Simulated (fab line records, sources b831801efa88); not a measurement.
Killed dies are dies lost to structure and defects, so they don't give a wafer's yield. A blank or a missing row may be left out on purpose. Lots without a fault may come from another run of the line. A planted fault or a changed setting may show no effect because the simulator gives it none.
Which tool did it? | flow sky130 | 24 lots, 72 wafers sampled, at 6 steps of a route of 708

WHAT THE GAUGES READ, wafer by wafer
SKY_METAL2_OVL_MEAS_16.
lot  | measured     | on         | METAL2_OVL (nm)
L074 | day 35 13:46 | overlay-01 | -2 -6 -5
L075 | day 35 22:20 | overlay-01 | 3 5 5
L076 | day 36 08:40 | overlay-01 | 5 -3 -5
L077 | day 36 22:37 | overlay-02 | -2 -2 0
L079 | day 37 01:10 | overlay-02 | 3 -2 6
L078 | day 37 06:50 | overlay-01 | -2 -7 -4
L080 | day 37 13:47 | overlay-02 | -1 -7 0
L081 | day 38 01:08 | overlay-01 | 4 2 1
L082 | day 38 04:47 | overlay-02 | 0 -5 -8
L083 | day 38 21:13 | overlay-02 | -4 3 -4
L084 | day 39 04:03 | overlay-01 | -7 -7 -4
L085 | day 39 08:00 | overlay-01 | -9 2 -10
L086 | day 39 09:19 | overlay-01 | 4 -1 1
L087 | day 39 16:51 | overlay-02 | 4 -1 -5
L088 | day 40 08:08 | overlay-02 | 7 8 13
L089 | day 40 12:56 | overlay-01 | -2 -7 2
L090 | day 40 17:00 | overlay-02 | 1 -2 5
L091 | day 40 19:25 | overlay-01 | -12 -9 -5
L092 | day 41 02:25 | overlay-01 | 0 -11 -1
L094 | day 41 10:55 | overlay-02 | -7 -8 -11
L093 | day 41 12:25 | overlay-01 | 1 -1 -1
L095 | day 42 00:28 | overlay-02 | -9 -7 -3
L096 | day 42 04:34 | overlay-02 | 4 1 -1
L097 | day 42 05:31 | overlay-01 | -5 -7 -5

SKY_VIA3_OVL_MEAS_13.
lot  | measured     | on         | VIA3_OVL (nm)
L074 | day 40 03:06 | overlay-01 | -7 -5 -8
L075 | day 40 09:04 | overlay-01 | -6 -7 -8
L076 | day 40 19:28 | overlay-02 | -5 -2 -4
L077 | day 41 08:01 | overlay-02 | -1 -13 -6
L079 | day 41 11:23 | overlay-01 | -1 4 3
L078 | day 41 17:07 | overlay-01 | -1 -4 -1
L080 | day 41 23:08 | overlay-01 | -5 -7 5
L081 | day 42 08:47 | overlay-01 | -8 1 -7
L082 | day 42 14:22 | overlay-02 | -14 -4 -8
L083 | day 43 05:01 | overlay-02 | -4 -3 -2
L084 | day 43 09:42 | overlay-02 | -13 -11 -3
L085 | day 43 14:55 | overlay-02 | -7 -9 -5
L086 | day 43 15:46 | overlay-02 | -7 -4 -8
L087 | day 43 22:22 | overlay-02 | -3 -3 -17
L088 | day 44 10:52 | overlay-01 | -9 -2 -11
L089 | day 44 16:07 | overlay-02 | 9 -2 10
L090 | day 44 18:51 | overlay-02 | -6 -11 -16
L091 | day 44 23:53 | overlay-01 | 4 -2 -2
L092 | day 45 05:52 | overlay-02 | 3 -14 -8
L094 | day 45 11:26 | overlay-02 | -14 -7 -9
L093 | day 45 14:03 | overlay-02 | 0 -10 -7
L095 | day 46 00:22 | overlay-02 | -19 -12 -16
L096 | day 46 05:24 | overlay-01 | -7 -2 -15
L097 | day 46 05:46 | overlay-02 | -11 -5 -12

SKY_PASSIVATION_THK_MEAS_03.
lot  | measured     | on            | PASSIVATION_CVD_02_THK (nm)
L074 | day 44 07:48 | film_metro-01 | 529 517 541
L075 | day 44 14:08 | film_metro-03 | 545 537 544
L076 | day 45 01:10 | film_metro-04 | 540 546 544
L077 | day 45 11:40 | film_metro-01 | 532 534 538
L079 | day 45 13:35 | film_metro-01 | 541 547 547
L078 | day 45 20:11 | film_metro-01 | 550 545 554
L080 | day 45 23:11 | film_metro-03 | 536 547 546
L081 | day 46 08:59 | film_metro-01 | 538 547 546
L082 | day 46 14:32 | film_metro-03 | 515 543 540
L083 | day 47 03:29 | film_metro-01 | 519 527 550
L084 | day 47 07:04 | film_metro-04 | 528 538 545
L085 | day 47 11:10 | film_metro-04 | 550 563 551
L086 | day 47 11:42 | film_metro-04 | 544 550 548
L087 | day 47 19:23 | film_metro-04 | 529 551 541
L088 | day 48 05:16 | film_metro-01 | 546 515 522
L089 | day 48 07:59 | film_metro-04 | 552 558 552
L090 | day 48 10:17 | film_metro-04 | 536 549 558
L091 | day 48 17:28 | film_metro-01 | 527 545 537
L092 | day 48 23:40 | film_metro-01 | 535 537 540
L094 | day 49 02:47 | film_metro-03 | 538 540 552
L093 | day 49 03:34 | film_metro-04 | 533 545 547
L095 | day 49 13:55 | film_metro-01 | 534 537 552
L096 | day 49 20:13 | film_metro-03 | 548 542 535
L097 | day 49 20:17 | film_metro-03 | 537 530 548

WHICH TOOL RAN EACH LOT (tool, then ch and the chambers of the sampled wafers, then the start)
lot  | SKY_CONTACT_STRIP_19                 | SKY_CAP2M_CVD_00                | SKY_METAL5_SPUTTER_04
L074 | plasma_asher-02 ch 0,1, day 31 21:04 | pecvd-01 ch 0,2, day 40 04:41   | pvd_sputter-02, day 43 08:04
L075 | plasma_asher-04 ch 0,1, day 32 06:53 | pecvd-03 ch 0,2, day 40 10:43   | pvd_sputter-03, day 43 14:56
L076 | plasma_asher-04 ch 0,1, day 32 18:58 | pecvd-03 ch 1,2, day 40 21:13   | pvd_sputter-02, day 44 01:34
L077 | plasma_asher-04 ch 0, day 33 09:58   | pecvd-04 ch 0,1, day 41 09:35   | pvd_sputter-02, day 44 12:01
L079 | plasma_asher-02 ch 0,1, day 33 11:59 | pecvd-03 ch 0,1,2, day 41 13:00 | pvd_sputter-03, day 44 14:20
L078 | plasma_asher-04 ch 0,1, day 33 18:35 | pecvd-03 ch 0,1, day 41 18:40   | pvd_sputter-02, day 44 21:56
L080 | plasma_asher-02 ch 0,1, day 34 01:10 | pecvd-01 ch 0,1,2, day 42 00:42 | pvd_sputter-02, day 45 00:44
L081 | plasma_asher-01 ch 0,1, day 34 12:01 | pecvd-04 ch 0,1,2, day 42 10:19 | pvd_sputter-03, day 45 10:55
L082 | plasma_asher-04 ch 0,1, day 34 18:33 | pecvd-04 ch 1,2, day 42 15:55   | pvd_sputter-03, day 45 16:14
L083 | plasma_asher-04 ch 0,1, day 35 09:41 | pecvd-04 ch 0,2, day 43 06:37   | pvd_sputter-04, day 46 06:16
L084 | plasma_asher-04 ch 0,1, day 35 18:02 | pecvd-04 ch 0,1, day 43 11:16   | pvd_sputter-03, day 46 09:04
L085 | plasma_asher-01 ch 0,1, day 35 22:08 | pecvd-04 ch 0,1,2, day 43 16:29 | pvd_sputter-03, day 46 13:19
L086 | plasma_asher-02 ch 1, day 36 00:50   | pecvd-01 ch 0,1,2, day 43 17:19 | pvd_sputter-02, day 46 13:30
L087 | plasma_asher-01 ch 0,1, day 36 06:41 | pecvd-03 ch 0,2, day 44 00:00   | pvd_sputter-02, day 46 21:32
L088 | plasma_asher-02 ch 0,1, day 37 00:02 | pecvd-03 ch 0,2, day 44 12:33   | pvd_sputter-02, day 47 08:22
L089 | plasma_asher-01 ch 0,1, day 37 04:59 | pecvd-03 ch 0,1,2, day 44 17:41 | pvd_sputter-03, day 47 12:53
L090 | plasma_asher-01 ch 0,1, day 37 08:32 | pecvd-04 ch 0,1,2, day 44 20:24 | pvd_sputter-03, day 47 14:16
L091 | plasma_asher-04 ch 0,1, day 37 11:10 | pecvd-04 ch 0,2, day 45 01:25   | pvd_sputter-02, day 47 21:55
L092 | plasma_asher-04 ch 0,1, day 37 18:01 | pecvd-01 ch 0,2, day 45 07:41   | pvd_sputter-03, day 48 03:38
L094 | plasma_asher-01 ch 0,1, day 38 03:07 | pecvd-04 ch 1,2, day 45 12:58   | pvd_sputter-03, day 48 06:18
L093 | plasma_asher-04 ch 0,1, day 38 05:48 | pecvd-03 ch 0,1, day 45 15:58   | pvd_sputter-02, day 48 07:29
L095 | plasma_asher-04 ch 0, day 38 16:56   | pecvd-01 ch 0,1,2, day 46 01:55 | pvd_sputter-03, day 48 18:25
L096 | plasma_asher-01 ch 0,1, day 38 21:08 | pecvd-01 ch 0,2, day 46 07:30   | pvd_sputter-04, day 49 01:01
L097 | plasma_asher-01 ch 0,1, day 38 22:40 | pecvd-04 ch 0,1, day 46 07:48   | pvd_sputter-02, day 49 01:18
- SKY_CONTACT_STRIP_19: strips in O2/N2.
- SKY_CAP2M_CVD_00: deposits SiO2, target thk 15.5 nm.
- SKY_METAL5_SPUTTER_04: material TiN, target thk 70 nm, time 58.3 s.

WHAT THE TOOLS THEMSELVES READ (means of the sampled wafers that have a number; where no wafer has one, the mark that the record gives instead)
SKY_CONTACT_STRIP_19.
lot  | tool            | drypump_motor_current_A (A) | oes_product_au (a.u.) | strip_time_to_endpoint_s (s)
L074 | plasma_asher-02 | 5.7                         | 0.383                 | 3.60
L075 | plasma_asher-04 | 5.8                         | 0.384                 | 3.63
L076 | plasma_asher-04 | 5.9                         | 0.378                 | 3.63
L077 | plasma_asher-04 | 6.0                         | 0.381                 | 3.64
L079 | plasma_asher-02 | 5.7                         | 0.377                 | 3.61
L078 | plasma_asher-04 | 5.8                         | 0.388                 | 3.66
L080 | plasma_asher-02 | 5.7                         | 0.382                 | 3.66
L081 | plasma_asher-01 | 6.1                         | 0.376                 | 3.63
L082 | plasma_asher-04 | 5.9                         | 0.384                 | 3.64
L083 | plasma_asher-04 | 5.9                         | 0.382                 | 3.70
L084 | plasma_asher-04 | 5.9                         | 0.386                 | 3.67
L085 | plasma_asher-01 | 5.7                         | 0.382                 | 3.60
L086 | plasma_asher-02 | 5.8                         | 0.382                 | 3.63
L087 | plasma_asher-01 | 5.7                         | 0.383                 | 3.62
L088 | plasma_asher-02 | 5.6                         | 0.379                 | 3.64
L089 | plasma_asher-01 | 5.7                         | 0.382                 | 3.65
L090 | plasma_asher-01 | 6.0                         | 0.385                 | 3.64
L091 | plasma_asher-04 | 5.9                         | 0.383                 | 3.61
L092 | plasma_asher-04 | 5.9                         | 0.385                 | 3.61
L094 | plasma_asher-01 | 5.7                         | 0.379                 | 3.57
L093 | plasma_asher-04 | 5.8                         | 0.377                 | 3.59
L095 | plasma_asher-04 | 6.0                         | 0.384                 | 3.65
L096 | plasma_asher-01 | 6.0                         | 0.384                 | 3.66
L097 | plasma_asher-01 | 6.1                         | 0.378                 | 3.63

SKY_CAP2M_CVD_00.
lot  | tool     | heater_power_w (W)
L074 | pecvd-01 | 768
L075 | pecvd-03 | 777
L076 | pecvd-03 | 665
L077 | pecvd-04 | 740
L079 | pecvd-03 | 754
L078 | pecvd-03 | 764
L080 | pecvd-01 | 730
L081 | pecvd-04 | 755
L082 | pecvd-04 | 747
L083 | pecvd-04 | 781
L084 | pecvd-04 | 633
L085 | pecvd-04 | 710
L086 | pecvd-01 | 766
L087 | pecvd-03 | 749
L088 | pecvd-03 | 834
L089 | pecvd-03 | 735
L090 | pecvd-04 | 730
L091 | pecvd-04 | 726
L092 | pecvd-01 | 705
L094 | pecvd-04 | 752
L093 | pecvd-03 | 807
L095 | pecvd-01 | 743
L096 | pecvd-01 | 738
L097 | pecvd-04 | 643

SKY_METAL5_SPUTTER_04.
lot  | tool           | throttle_valve_pct (%)
L074 | pvd_sputter-02 | 30.7
L075 | pvd_sputter-03 | 30.1
L076 | pvd_sputter-02 | 30.4
L077 | pvd_sputter-02 | 30.6
L079 | pvd_sputter-03 | 29.4
L078 | pvd_sputter-02 | 30.3
L080 | pvd_sputter-02 | 30.5
L081 | pvd_sputter-03 | 29.5
L082 | pvd_sputter-03 | 30.1
L083 | pvd_sputter-04 | 29.2
L084 | pvd_sputter-03 | 29.7
L085 | pvd_sputter-03 | 30.5
L086 | pvd_sputter-02 | 30.5
L087 | pvd_sputter-02 | 30.5
L088 | pvd_sputter-02 | 30.5
L089 | pvd_sputter-03 | 30.5
L090 | pvd_sputter-03 | 30.2
L091 | pvd_sputter-02 | 30.4
L092 | pvd_sputter-03 | 29.5
L094 | pvd_sputter-03 | 30.0
L093 | pvd_sputter-02 | 30.4
L095 | pvd_sputter-03 | 29.8
L096 | pvd_sputter-04 | 29.4
L097 | pvd_sputter-02 | 30.5

THE ANSWER, worked out from the rows above alone
Rule: what is usual is taken from the lots themselves. Put in order of their means at a reading, lots are off if they are a third of the lots or fewer, leave a main group of 4 or more, and stand apart from it by a gap of 3 or more times the standard deviation of the main group's means; of several such gaps the widest counts. A main group whose means are all the same, to the digits that the tables above print for the reading, isn't used. A lot without any number at a reading at which 4 lots or more have one is off too. The other lots that the step has rows for count as sound. The gauges are gone through in route order, then the tools' own readings, and for those a lot's mean is taken as printed above. The first step at which some lot is off is used, and at that step the reading that is off furthest; a lot without a number counts as furthest.
No lot is off at any reading shown: from this, nothing can be told.

WHAT THE SIMULATOR HAD PUT IN
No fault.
